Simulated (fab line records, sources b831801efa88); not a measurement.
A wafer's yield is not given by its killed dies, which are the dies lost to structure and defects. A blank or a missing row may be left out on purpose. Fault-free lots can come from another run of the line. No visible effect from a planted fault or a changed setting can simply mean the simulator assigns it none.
fab line records	flow sky130
record lots=7	wafers=18	last-day=50
route steps=708 shown VIA3@575
lots that met no fault: taken from a fault-free run of the same line
start-h: hours from the record's opening day to when the first of the lot's shown wafers began	wait-h: hours from the lot's prior step to this one	" as in the row above	L1.1+2: several wafers, shown together as one row	- no value, or no start given	* or withheld: withheld	< > ~ a bound
route shown NAME@n: names a module that has steps shown in the file, with the first one's number in the route	usual: average and standard deviation across the fault-free wafers	same: alike in all rows	chamber/n: place in a boat	sites: readings site by site	_std_site: standard deviation of those values	_edge_site: mean of outer sites minus mean of inner sites	radius-mm: how far each site lies from the wafer's centre	mask NAME#n: copy n	behind: the most recent tool/chamber to have shaped the wafer	hold: cause of the lot's hold/its duration in hours/its outcome	device: the transistor (n, p or np) that didn't switch	end of line: tests of these same wafers at the route's end	a step without rows: its recipe alone	killed: the dies lost at the first sort to structure and to defects; this is not the yield of the wafer	map: shows each die of a wafer: x if killed, . if not, _ if none is there
set.NAME: the setting the step ran with; set.NAME@STEP: the setting that earlier step ran with	model.NAME: the simulator's own value behind a step, which no gauge read
a table for each step, a row for each wafer; lots at some steps of the route
services: from which hour (start-h, from the record's first day; less than 0 if before it) a tool's chamber was out of use, for how many hours, and why
## steps
# step SKY_VIA3_CMP_02
# recipe material=SiO2	down-force-psi=4	platen-rpm=60	pad-velocity-m-s=0.94248
# usual motor-current-A=11.1/1.4	platen-rpm=60.00/0.04	slurry-flow-ml-min=150.1/0.49
lot.wafer	tool	chamber	start-h	wait-h	motor-current-A	platen-rpm	slurry-flow-ml-min
L527.1	cmp-01	1	929.29	0.2	10.6	59.98	149.7
L527.2	"	2	"	"	10.2	59.99	149.4
L527.3	"	3	"	"	11.2	59.97	149.2
L534.1	cmp-01	1	978.78	0.1	10.6	60.04	149.9
L534.3	"	2	"	"	9.8	60.08	150.6
L535.3	cmp-02	2	985.08	0.1	8.4	60.02	150.3
L535.6	"	1	"	"	12.0	59.99	149.2
L537.1	cmp-01	1	996.42	0.1	10.9	60.09	150.9
L537.5	"	1	"	"	10.6	60.00	150.9
L539.1	cmp-02	1	1013.51	0.1	11.4	60.06	150.1
L539.6	"	3	"	"	11.3	59.97	150.6
L539.5	"	0	"	"	13.4	59.96	150.3
L541.4	cmp-01	3	1025.98	0.0	12.4	60.01	150.6
L541.2	"	0	"	"	11.6	60.04	150.1
L541.3	"	1	"	"	10.9	60.00	150.1
L544.2	cmp-02	2	1053.04	0.0	8.7	59.95	150.4
L544.4	"	3	"	"	10.9	60.01	150.2
L544.6	"	2	"	"	8.4	59.98	149.9
# step SKY_VIA3_BOW_MEAS_03
# recipe mode=bow
# usual VIA3_BOW=78/8.4
lot.wafer	tool	chamber	start-h	wait-h	VIA3_BOW[um]
L527.1	film-metro-02	-	929.54	0.2	81
L527.2	"	-	"	"	75
L527.3	"	-	"	"	58
L534.1	film-metro-01	-	978.98	0.1	92
L534.3	"	-	"	"	80
L535.3	film-metro-02	-	985.32	0.2	70
L535.6	"	-	"	"	68
L537.1	film-metro-04	-	996.72	0.2	73
L537.5	"	-	"	"	64
L539.1	film-metro-04	-	1013.71	0.1	79
L539.5	"	-	"	"	60
L539.6	"	-	"	"	79
L541.2	film-metro-04	-	1026.30	0.2	96
L541.3	"	-	"	"	89
L541.4	"	-	"	"	84
L544.2	film-metro-04	-	1053.40	0.3	80
L544.4	"	-	"	"	82
L544.6	"	-	"	"	76
# step SKY_VIA3_DEHYDRATE_04
# recipe temp-c=200	time-s=60
# step SKY_VIA3_HMDS_05
# recipe prime-time-s=60	prime-temp-c=120
# step SKY_VIA3_COAT_06
# recipe resist=BARC	temp-c=withheld	time-s=withheld	spin-rpm=3000	resist-thk-nm=60
# step SKY_VIA3_COAT_07
# recipe resist=KrF-thick	spin-rpm=3000	resist-thk-nm=450
# step SKY_VIA3_SOFTBAKE_08
# recipe temp-c=100	time-s=90	resist=KrF-thick
# step SKY_VIA3_EXPOSE_09
# recipe mask-id=VIM3	na=0.8	source-shape=annular	sigma-inner=0.55	sigma-outer=0.85	target-cd-nm=200	dose-mj=38
# step SKY_VIA3_PEB_10
# recipe peb-temp-c=withheld	peb-time-s=withheld	resist=KrF-thick
# step SKY_VIA3_DEVELOP_11
# recipe develop-time-s=60	resist=KrF-thick	dev-temp-c=21
# step SKY_VIA3_CD_MEAS_12
# recipe target-cd-nm=200
# usual cd-nm=200.1/1.2
lot.wafer	tool	chamber	start-h	wait-h	cd-nm
L527.1	cd-sem-02	-	954.07	-	198.6
L527.2	"	-	"	"	200.8
L527.3	"	-	"	"	199.0
L534.1	cd-sem-01	-	1002.62	-	198.6
L534.3	"	-	"	"	200.3
L535.3	cd-sem-02	-	1009.01	-	199.8
L535.6	"	-	"	"	199.1
L537.1	cd-sem-02	-	1020.46	-	198.0
L537.5	"	-	"	"	198.3
L539.1	cd-sem-01	-	1036.21	-	196.8
L539.5	"	-	"	"	198.4
L539.6	"	-	"	"	199.7
L541.2	cd-sem-01	-	1048.49	-	199.8
L541.3	"	-	"	"	201.5
L541.4	"	-	"	"	199.3
L544.2	cd-sem-02	-	1074.39	-	200.0
L544.4	"	-	"	"	200.9
L544.6	"	-	"	"	199.5
# step SKY_VIA3_OVL_MEAS_13
# usual VIA3_OVL=6/5
lot.wafer	tool	chamber	start-h	wait-h	VIA3_OVL[nm]
L527.1	overlay-02	-	954.19	0.1	10
L527.2	"	-	"	"	6
L527.3	"	-	"	"	16
L534.1	overlay-02	-	1002.74	0.1	0
L534.3	"	-	"	"	-4
L535.3	overlay-02	-	1009.10	0.1	6
L535.6	"	-	"	"	10
L537.1	overlay-01	-	1020.58	0.1	6
L537.5	"	-	"	"	5
L539.1	overlay-02	-	1036.33	0.1	-3
L539.5	"	-	"	"	-2
L539.6	"	-	"	"	7
L541.2	overlay-01	-	1048.60	0.1	8
L541.3	"	-	"	"	11
L541.4	"	-	"	"	9
L544.2	overlay-01	-	1074.50	0.1	-1
L544.4	"	-	"	"	5
L544.6	"	-	"	"	7
# step SKY_VIA3_ETCH_14
# recipe chemistry=N2/H2	target=BARC	ion-energy-ev=200	source-w=500	bias-w=100	pressure-mtorr=30	n2-flow-sccm=100	h2-flow-sccm=200	stop-on=SiO2	time-s=45.9	target-depth-a=600
# usual drypump-motor-current-A=5.8/0.51	oes-product-au=0.854/0.005	run-length-s=74.1/0.42	throttle-valve-pct=13.226/0.0096
lot.wafer	tool	chamber	start-h	wait-h	drypump-motor-current-A	oes-product-au	rf-hours-counter-h	run-length-s	throttle-valve-pct	model.KrF-thick_of_VIA3_COAT_07.thk-nm
L527.1	rie-diel-02	1	954.23	0.0	6.0	0.853	8	73.9	13.230	391.5
L527.2	"	3	"	"	6.6	0.853	11	74.1	13.222	390.1
L527.3	"	2	"	"	5.7	0.857	16	73.6	13.216	389.4
L534.1	rie-diel-02	1	1002.78	0.0	6.0	0.844	9	73.8	13.221	394.6
L534.3	"	3	"	"	6.6	0.927	13	70.0	13.248	398.5
L535.3	rie-diel-02	0	1009.13	0.0	6.1	0.926	19	70.7	13.231	396.1
L535.6	"	0	"	"	6.1	0.852	-	74.1	13.210	392.3
L537.1	rie-diel-02	2	1020.62	0.0	5.7	0.842	18	73.8	13.234	391.9
L537.5	"	3	"	"	6.6	0.925	-	69.9	13.225	395.1
L539.1	rie-diel-03	1	1036.36	0.0	4.7	0.854	8	73.6	13.214	391.5
L539.5	"	0	"	"	6.3	0.852	-	74.0	13.236	392.3
L539.6	"	1	"	"	4.7	0.851	-	73.7	13.231	392.2
L541.2	rie-diel-03	1	1048.63	0.0	4.7	0.842	9	73.5	13.228	392.9
L541.3	"	3	"	"	5.4	0.854	12	74.1	13.221	394.7
L541.4	"	0	"	"	6.2	0.858	18	74.6	13.211	392.3
L544.2	rie-diel-04	2	1074.53	0.0	5.1	0.859	12	74.8	13.213	391.6
L544.4	"	1	"	"	5.5	0.860	23	74.2	13.214	391.1
L544.6	"	0	"	"	6.2	0.862	-	73.3	13.224	393.4
# step SKY_VIA3_ETCH_15
# recipe target=SiO2	chemistry=C4F8/O2/Ar	target-depth-nm=507	stop-on=TiN	mask-material=KrF-thick	source-w=1500	bias-w=1200	pressure-mtorr=40	c4f8-flow-sccm=withheld	O2_flow_sccm=6	Ar_flow_sccm=300	time-s=78
# usual oes-product-au=0.945/0.0049	run-length-s=106.2/0.38
lot.wafer	tool	chamber	start-h	wait-h	oes-product-au	run-length-s	model.KrF-thick_of_VIA3_COAT_07.thk-nm
L527.1	rie-diel-02	1	954.27	0.0	0.939	106.0	291.5
L527.2	"	3	"	"	0.948	106.0	289
L527.3	"	2	"	"	0.944	105.7	287.1
L534.1	rie-diel-02	1	1002.82	0.0	0.943	106.4	294.6
L534.3	"	3	"	"	0.951	106.0	296
L535.3	rie-diel-02	0	1009.17	0.0	0.948	106.6	294.6
L535.6	"	0	"	"	0.950	106.7	291.4
L537.1	rie-diel-02	2	1020.66	0.0	0.940	105.7	290.1
L537.5	"	3	"	"	0.943	106.5	294.3
L539.1	rie-diel-03	1	1036.41	0.0	0.943	106.3	290.3
L539.5	"	0	"	"	0.943	106.1	290.4
L539.6	"	1	"	"	0.948	106.0	291.9
L541.2	rie-diel-03	1	1048.67	0.0	0.955	106.1	293.2
L541.3	"	3	"	"	0.954	106.7	295.2
L541.4	"	0	"	"	0.945	106.3	291.9
L544.2	rie-diel-04	2	1074.57	0.0	0.949	106.1	289.5
L544.4	"	1	"	"	0.942	106.5	288
L544.6	"	0	"	"	0.955	105.4	292.8
# step SKY_VIA3_STRIP_16
# recipe chemistry=O2/N2	power-w=1400	pressure-mtorr=1500	platen-temp-c=withheld	o2-flow-sccm=3000	n2-flow-sccm=300	overash-fraction=0.5
# usual drypump-motor-current-A=5.8/0.46	oes-product-au=0.402/0.0043	strip-time-to-endpoint-s=4.130/0.022
lot.wafer	tool	chamber	start-h	wait-h	drypump-motor-current-A	oes-product-au	rf-hours-counter-h	strip-time-to-endpoint-s
L527.1	plasma-asher-03	1	954.33	0.0	5.8	0.402	51	4.128
L527.2	"	0	"	"	5.6	0.403	51	4.094
L527.3	"	1	"	"	5.8	0.393	-	4.085
L534.1	plasma-asher-03	1	1002.88	0.0	5.7	0.401	59	4.166
L534.3	"	1	"	"	5.8	0.409	-	4.165
L535.3	plasma-asher-03	1	1009.26	0.1	5.7	0.410	-	4.165
L535.6	"	1	"	"	5.7	0.401	-	4.138
L537.1	plasma-asher-04	0	1020.72	0.0	5.5	0.393	83	4.125
L537.5	"	0	"	"	5.5	0.403	-	4.159
L539.1	plasma-asher-03	0	1036.47	0.0	5.6	0.404	62	4.112
L539.5	"	1	"	"	5.8	0.403	-	4.119
L539.6	"	0	"	"	5.6	0.400	-	4.137
L541.2	plasma-asher-04	1	1048.73	0.0	5.2	0.404	86	4.146
L541.3	"	0	"	"	5.6	0.400	-	4.168
L541.4	"	1	"	"	5.2	0.405	-	4.150
L544.2	plasma-asher-03	0	1074.63	0.0	5.6	0.397	67	4.122
L544.4	"	1	"	"	5.7	0.404	-	4.104
L544.6	"	0	"	"	5.6	0.397	-	4.152
## services
tool	chamber	start-h	hours	kind
cmp-01	-	912.00	4.0	pm
cmp-01	-	916.00	-	consumable-replace:conditioner
cmp-01	-	916.00	-	consumable-replace:pad
rie-diel-02	-	916.70	1.5	repair
plasma-asher-04	-	931.55	2.6	repair
plasma-asher-04	-	932.71	2.7	repair
plasma-asher-04	-	938.11	63.4	repair
rie-diel-04	2	943.46	29.7	repair
rie-diel-04	1	947.01	8.4	repair
rie-diel-03	0	964.45	6.0	repair
cmp-02	-	964.60	0.3	repair
rie-diel-03	1	968.94	7.9	repair
rie-diel-03	3	971.46	3.1	repair
rie-diel-02	-	971.88	2.8	pm
cmp-01	-	1026.79	11.4	pm
rie-diel-02	2	1032.02	5.8	repair
rie-diel-03	2	1040.24	4.1	repair
cmp-02	-	1055.84	0.7	repair
cmp-02	-	1063.06	2.0	repair
rie-diel-03	-	1067.51	4.0	pm
cmp-02	-	1070.30	10.6	repair
## key
first-sign step=SKY_VIA3_ETCH_14	reading=oes-product-au	direction=up	sigmas=14	usual=0.854	struck=0.926
effect step=SKY_VIA3_ETCH_14	reading=run-length-s	direction=down	sigmas=9.4	usual=*	struck=*
model-effect step=SKY_VIA3_ETCH_14	value=KrF-thick_of_VIA3_COAT_07.thk-nm	without=393	struck=396.6
model-effect step=SKY_VIA3_ETCH_15	value=KrF-thick_of_VIA3_COAT_07.thk-nm	without=291.4	struck=295
met-at SKY_VIA3_ETCH_14
struck-wafers L534.3,L535.3,L537.5
sort-left-out L534.3,L535.3,L537.5
onset-between 954.23 1002.78
fault kind=process-parameter-drift	tool=rie-diel-02	chamber=-	onset-h=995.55	steps=SKY_VIA3_ETCH_14	channel=time-s	offset=*	shape=step	end-h=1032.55	scope=struck-wafers-only	acts-in=*	stated=*
# sort-left-out: the simulated sort isn't trusted on such a fault, so these wafers' sort isn't shown, and their yield isn't known
